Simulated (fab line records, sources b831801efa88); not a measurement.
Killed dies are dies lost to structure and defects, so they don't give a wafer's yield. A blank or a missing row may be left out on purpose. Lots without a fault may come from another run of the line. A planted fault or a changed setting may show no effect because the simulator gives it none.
Which tool did it? | flow gf180mcu | 14 lots, 42 wafers sampled, at 4 steps of a route of 602

WHAT THE GAUGES READ, wafer by wafer
GF_HV_LDD_OVL_MEAS_32.
lot  | measured     | on         | HV_LDD_02_OVL (nm)
L954 | day 11 21:01 | overlay-01 | 0.4 0.3 0.7
L956 | day 12 18:47 | overlay-01 | 0.2 2.6 1.7
L955 | day 12 20:18 | overlay-01 | 1.8 2.3 1.0
L959 | day 13 13:21 | overlay-01 | 3.8 2.8 2.0
L965 | day 15 08:16 | overlay-02 | -0.7 0.1 -0.8
L966 | day 15 20:07 | overlay-01 | 0.3 -0.1 -0.7
L967 | day 16 04:23 | overlay-02 | -0.7 -2.1 0.5
L968 | day 16 07:26 | overlay-01 | 2.5 1.2 3.1
L969 | day 16 14:49 | overlay-01 | 4.1 3.3 2.5
L970 | day 17 00:35 | overlay-02 | -2.5 -2.6 -3.5
L973 | day 18 03:49 | overlay-01 | -0.3 -0.3 -0.2
L974 | day 18 12:26 | overlay-01 | 2.4 2.5 2.3
L975 | day 18 17:29 | overlay-01 | -1.0 -2.1 -2.0
L976 | day 19 03:32 | overlay-01 | 3.0 3.5 2.4

GF_NSD_OVL_MEAS_08.
lot  | measured     | on         | NSD_OVL (nm)
L954 | day 13 17:17 | overlay-02 | -1.5 -1.3 0.5
L956 | day 14 15:17 | overlay-01 | 1.2 -0.2 -1.0
L955 | day 14 15:55 | overlay-02 | -1.7 -3.6 -3.1
L959 | day 15 10:43 | overlay-01 | 2.4 2.1 3.3
L968 | day 18 08:49 | overlay-01 | 1.3 2.8 1.2
L969 | day 18 17:05 | overlay-01 | 1.3 0.1 1.2
L970 | day 19 03:49 | overlay-02 | -1.2 -0.5 1.0
L973 | day 20 07:46 | overlay-01 | 2.8 3.3 2.8
L974 | day 20 17:01 | overlay-01 | 0.7 0.1 -1.6
L975 | day 20 21:20 | overlay-02 | -1.3 -1.7 -1.6
L976 | day 21 07:45 | overlay-02 | -1.4 0.2 -1.0

WHICH TOOL RAN EACH LOT (tool, then ch and the chambers of the sampled wafers, then the start)
lot  | GF_HV_LDD_STRIP_22                   | GF_HV_LDD_STRIP_49
L954 | plasma_asher-02 ch 0,1, day 11 02:22 | plasma_asher-01 ch 0,1, day 12 16:46
L956 | plasma_asher-01 ch 0,1, day 11 23:03 | plasma_asher-03 ch 0,1, day 13 15:30
L955 | plasma_asher-01 ch 0, day 12 00:19   | plasma_asher-02 ch 0,1, day 13 16:50
L959 | plasma_asher-03 ch 0,1, day 12 17:41 | plasma_asher-01 ch 0, day 14 11:05
L965 | plasma_asher-02 ch 0,1, day 14 11:25 | plasma_asher-01 ch 0,1, day 16 06:53
L966 | plasma_asher-02 ch 0,1, day 14 22:41 | plasma_asher-01 ch 0,1, day 16 19:02
L967 | plasma_asher-03 ch 0,1, day 15 07:08 | plasma_asher-03 ch 0,1, day 17 03:38
L968 | plasma_asher-03 ch 0,1, day 15 10:07 | plasma_asher-03 ch 0,1, day 17 06:34
L969 | plasma_asher-02 ch 0,1, day 15 17:40 | plasma_asher-02 ch 0,1, day 17 14:32
L970 | plasma_asher-02 ch 0,1, day 16 01:38 | plasma_asher-03 ch 0,1, day 18 00:28
L973 | plasma_asher-01 ch 1, day 17 04:23   | plasma_asher-02 ch 1, day 19 04:22
L974 | plasma_asher-03 ch 0,1, day 17 12:38 | plasma_asher-03 ch 0, day 19 13:59
L975 | plasma_asher-01 ch 0,1, day 17 18:16 | plasma_asher-03 ch 0,1, day 19 18:37
L976 | plasma_asher-03 ch 0,1, day 18 03:53 | plasma_asher-01 ch 0,1, day 20 04:46
- GF_HV_LDD_STRIP_22: strips in O2/N2.
- GF_HV_LDD_STRIP_49: strips in O2/N2.

WHAT THE TOOLS THEMSELVES READ (means of the sampled wafers that have a number; where no wafer has one, the mark that the record gives instead)
GF_HV_LDD_STRIP_22.
lot  | tool            | chamber_pressure_mTorr (mTorr) | drypump_motor_current_A (A) | heater_power_w (W) | oes_product_au (a.u.) | strip_time_to_endpoint_s (s)
L954 | plasma_asher-02 | 1500.3                         | 6.0                         | 349                | 0.717                 | 12.58
L956 | plasma_asher-01 | 1499.5                         | 5.8                         | 332                | 0.717                 | 12.63
L955 | plasma_asher-01 | 1501.2                         | 5.3                         | 315                | 0.713                 | 12.66
L959 | plasma_asher-03 | 1500.0                         | 5.9                         | 350                | 0.713                 | 12.64
L965 | plasma_asher-02 | 1499.6                         | 6.0                         | 355                | 0.712                 | 12.59
L966 | plasma_asher-02 | 1499.0                         | 5.8                         | 349                | 0.717                 | 12.59
L967 | plasma_asher-03 | 1500.1                         | 5.8                         | 345                | 0.715                 | 12.57
L968 | plasma_asher-03 | 1501.2                         | 5.8                         | 344                | 0.719                 | 12.63
L969 | plasma_asher-02 | 1501.8                         | 5.8                         | 352                | 0.714                 | 12.64
L970 | plasma_asher-02 | 1498.6                         | 6.0                         | 346                | 0.718                 | 12.65
L973 | plasma_asher-01 | 1498.5                         | 6.1                         | 339                | 0.715                 | 12.71
L974 | plasma_asher-03 | 1500.8                         | 5.8                         | 344                | 0.715                 | 12.64
L975 | plasma_asher-01 | 1502.2                         | 5.6                         | 323                | 0.714                 | 12.58
L976 | plasma_asher-03 | 1500.4                         | 5.8                         | 346                | 0.719                 | 12.65

GF_HV_LDD_STRIP_49.
lot  | tool            | chamber_pressure_mTorr (mTorr) | drypump_motor_current_A (A) | heater_power_w (W) | oes_product_au (a.u.) | strip_time_to_endpoint_s (s)
L954 | plasma_asher-01 | 1500.0                         | 5.5                         | 329                | 0.718                 | 12.62
L956 | plasma_asher-03 | 1500.0                         | 5.8                         | 344                | 0.713                 | 12.64
L955 | plasma_asher-02 | 1498.8                         | 5.8                         | 352                | 0.717                 | 12.65
L959 | plasma_asher-01 | 1499.3                         | 5.3                         | 321                | 0.716                 | 12.58
L965 | plasma_asher-01 | -                              | -                           | -                  | -                     | -
L966 | plasma_asher-01 | -                              | -                           | -                  | -                     | -
L967 | plasma_asher-03 | -                              | -                           | -                  | -                     | -
L968 | plasma_asher-03 | 1499.9                         | 5.9                         | 343                | 0.716                 | 12.62
L969 | plasma_asher-02 | 1500.9                         | 5.8                         | 354                | 0.714                 | 12.65
L970 | plasma_asher-03 | 1499.9                         | 5.8                         | 350                | 0.716                 | 12.63
L973 | plasma_asher-02 | 1500.8                         | 5.6                         | 354                | 0.721                 | 12.62
L974 | plasma_asher-03 | 1499.4                         | 5.8                         | 341                | 0.719                 | 12.65
L975 | plasma_asher-03 | 1500.6                         | 5.8                         | 347                | 0.713                 | 12.59
L976 | plasma_asher-01 | 1500.7                         | 5.5                         | 326                | 0.716                 | 12.65

THE ANSWER, worked out from the rows above alone
Rule: what is usual is taken from the lots themselves. Put in order of their means at a reading, lots are off if they are a third of the lots or fewer, leave a main group of 4 or more, and stand apart from it by a gap of 3 or more times the standard deviation of the main group's means; of several such gaps the widest counts. A main group whose means are all the same, to the digits that the tables above print for the reading, isn't used. A lot without any number at a reading at which 4 lots or more have one is off too. The other lots that the step has rows for count as sound. The gauges are gone through in route order, then the tools' own readings, and for those a lot's mean is taken as printed above. The first step at which some lot is off is used, and at that step the reading that is off furthest; a lot without a number counts as furthest.
Off: L965, L966, L967, at GF_HV_LDD_STRIP_49 (chamber_pressure_mTorr). Without a number there: L965, L966, L967. The main group: mean 1500.0 mTorr, standard deviation 0.65.
A tool fits if, at that step or a process step before it, it ran every lot that is off, and no sound lot after the first of them. None of those tried fits.

WHAT THE SIMULATOR HAD PUT IN
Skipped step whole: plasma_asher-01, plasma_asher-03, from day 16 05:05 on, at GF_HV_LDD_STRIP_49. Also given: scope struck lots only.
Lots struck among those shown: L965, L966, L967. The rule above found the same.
